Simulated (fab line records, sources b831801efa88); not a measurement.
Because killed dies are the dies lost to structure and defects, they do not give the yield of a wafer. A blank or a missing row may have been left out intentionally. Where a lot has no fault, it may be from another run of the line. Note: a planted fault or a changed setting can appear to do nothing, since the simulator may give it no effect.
Struck lot and sound lot, side by side | flow sky130 | 17 out of 708 route steps
Sound: the wafers L538.3, L538.4, L538.6. Struck: wafers L541.1, L541.3, L541.5. The cause is given at the end.
Order at every step that has rows: each side's tool, ch and its chambers, its first start. Under that, the readings that differ: sound wafers | struck wafers | difference of the means | sigmas: that difference in standard deviations of wafers without a fault.
alike: readings whose means differ by less than 2 such deviations, and words and numbers that are the same on both sides. not compared: withheld readings, readings that some wafer has no value for, bounds like >300 that may hide the same value, and numbers for which the record gives no deviation and whose values overlap.
A row with sigmas, a row that says differs or no value, or rows on one side alone: a step with any of these is where the two part. Non-overlapping numbers with no deviation appear without sigmas and do not part them. A reading missing from all wafers of one side parts the sides only when that side holds two or more wafers.

first, 3 steps without rows for these wafers: SKY_LI_CONTACT_EXPOSE_09 (exposes mask LICM1, target cd 170 nm); SKY_LI_CONTACT_PEB_10; SKY_LI_CONTACT_DEVELOP_11 (develop time 60 s).
SKY_LI_CONTACT_CD_MEAS_12: the cd target is 170 nm.
  sound on cd sem-02 at day 30 18:38; struck on cd sem-02 at day 39 16:02
  alike: cd nm
SKY_LI_CONTACT_OVL_MEAS_13:
  sound on overlay-01 at day 30 18:43; struck on overlay-01 at day 39 16:10
  alike: LI_CONTACT_OVL
SKY_LI_CONTACT_ETCH_14: etches BARC in N2/H2, stops on SiO2, time 45.9 s, target depth 60 nm.
  sound on rie diel-02 ch 0,1, day 30 18:44; struck on rie diel-01 ch 1,2, day 39 16:11
  alike: chamber pressure mTorr, drypump motor current A, oes product au, throttle valve pct
  not compared: rf hours counter h
SKY_LI_CONTACT_ETCH_15: etches PSG in C4F8/O2/Ar, stops on Si, target depth 600 nm.
  sound on rie diel-02 ch 0,1, day 30 18:47; struck on rie diel-01 ch 1,2, day 39 16:14
  alike: chamber pressure mTorr, oes product au
SKY_LI_CONTACT_STRIP_16: strips in O2/N2.
  sound on plasma asher-01 ch 0,1, day 30 18:54; struck on plasma asher-01 ch 0,1, day 39 16:19
  alike: chamber pressure mTorr, drypump motor current A, oes product au, strip time to endpoint s
  not compared: rf hours counter h
then, 2 steps without rows for these wafers: SKY_LI_CONTACT_CLEAN_17 (cleans in NMP, time 600 s); SKY_LI_CONTACT_PRE_CLEAN_18 (time 5.6 s).
SKY_LI_CONTACT_SPUTTER_19: material Ti, target thk 20 nm, time 106.37 s.
  sound on pvd sputter-01 at day 30 19:10; struck on pvd sputter-01 at day 39 16:38
  alike: throttle valve pct
SKY_LI_CONTACT_SPUTTER_20: material TiN, target thk 20 nm, time 80 s.
  sound on pvd sputter-01 at day 30 19:14; struck on pvd sputter-01 at day 39 16:43
  alike: throttle valve pct
SKY_LI_CONTACT_CVD_21: deposits W, target thk 400 nm, time 120.56 s.
  sound on cvd w-01 ch 0,1, day 30 19:20; struck on cvd w-01 ch 0,1, day 39 16:46
  no value came back on the struck wafers for chamber pressure Torr (Torr), heater power outer w (W), heater power w (W); on the sound wafers chamber pressure Torr (Torr) reads 39.85 40.03 40.01
SKY_LI_CONTACT_RS_MEAS_22: measurement is done with a four-point probe.
  sound on film metro-01 at day 30 19:28; struck on film metro-04 at day 39 16:54
  reading                  | sound             | struck               | difference | sigmas
  LI_CONTACT_W_RS (ohm/sq) | 0.285 0.287 0.287 | 25.627 25.231 25.532 | +25.177    | +99 or more
SKY_LI_CONTACT_THK_MEAS_23: measures by xrf.
  sound on film metro-01 at day 30 19:34; struck on film metro-04 at day 39 17:01
  not compared: LI_CONTACT_W_THK
SKY_LI_CONTACT_CMP_24: polishes, stops on PSG, t overpolish 20 s, target thk 0 nm.
  sound on cmp-02 ch 1,2,3, day 30 19:40; struck on cmp-01 ch 0,2,3, day 39 17:08
  reading                | sound    | struck | difference | sigmas
  time to endpoint s (s) | 94 95 98 | 5 4 2  | -92        | -27
  alike: motor current A, platen rpm
-- a jump in the record: the struck wafers' starts before and after are 13 days apart (it breaks off in module LI_CONTACT and resumes in module PAD_OPEN, where the first step shown is number 708 of the route) --
SKY_PAD_OPEN_PROBE_99:
  the record has rows for the struck wafers here (prober-02, day 52 16:37) and none for the sound ones

## WHERE THEY PART
At SKY_LI_CONTACT_CVD_21 first; at SKY_PAD_OPEN_PROBE_99 last (within this record only).

WHY: whatever the simulator had introduced
Skipped step whole: cvd w-01, from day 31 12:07 on, at SKY_LI_CONTACT_CVD_21. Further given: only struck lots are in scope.
